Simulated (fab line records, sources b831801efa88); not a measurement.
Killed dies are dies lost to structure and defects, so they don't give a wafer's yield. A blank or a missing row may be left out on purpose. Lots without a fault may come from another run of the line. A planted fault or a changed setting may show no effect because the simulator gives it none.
One fault seen from 2 desks | flow sky130 | each desk has only its own numbers; what lay behind them comes last

THE TOOL OWNER'S DESK: plasma_asher-03
The tool's own readings at SKY_METAL4_STRIP_19 (strips in O2/N2): means of the sampled wafers that have a number, for each lot that ran on this tool. A lot is out of limits, marked OUT, if its mean lies more than 4 standard deviations from the usual mean; the brackets give that distance.
Columns: A = drypump_motor_current_A at SKY_METAL4_STRIP_19, usual 5.7 A; B = oes_product_au at SKY_METAL4_STRIP_19, usual 0.504 a.u.; C = strip_time_to_endpoint_s at SKY_METAL4_STRIP_19, usual 6.56 s
lot  | first seen here | A   | B     | C
L457 | day 44 11:27    | 5.7 | 0.510 | 6.62
L458 | day 44 19:40    | 5.6 | 0.499 | 6.47
L462 | day 45 13:59    | 5.6 | 0.505 | 6.47
L463 | day 45 23:00    | 5.6 | 0.507 | 6.60
L465 | day 46 07:23    | 5.6 | 0.506 | 6.67
This desk's finding: nothing out of limits on any of the 5 lots.

THE METROLOGY DESK
What the gauges read, lot by lot, whatever tool the lot ran on: means of the sampled wafers that have a number. A lot is out of limits, marked OUT, if its mean lies more than 4 standard deviations from the usual mean; the brackets give that distance.
Columns: A = CAP2M_TIN_THK at SKY_CAP2M_THK_MEAS_04, usual 201.5 nm
lot  | first seen here | A
L451 | day 41 05:48    | 201.7
L453 | day 41 14:03    | 204.6
L457 | day 42 11:35    | 200.8
L456 | day 42 11:54    | 201.0
L458 | day 42 19:59    | 201.3
L462 | day 43 16:29    | 201.5
L463 | day 44 03:57    | 203.6
L465 | day 44 11:52    | 202.4
L466 | day 44 16:16    | 199.8
L467 | day 45 00:50    | 199.2
L472 | day 46 03:24    | 203.8
This desk's finding: nothing out of limits on any of the 11 lots.

PUT TOGETHER
The tool owner's desk saw nothing out of limits.
The metrology desk saw nothing out of limits.

WHAT THE SIMULATOR HAD PUT IN
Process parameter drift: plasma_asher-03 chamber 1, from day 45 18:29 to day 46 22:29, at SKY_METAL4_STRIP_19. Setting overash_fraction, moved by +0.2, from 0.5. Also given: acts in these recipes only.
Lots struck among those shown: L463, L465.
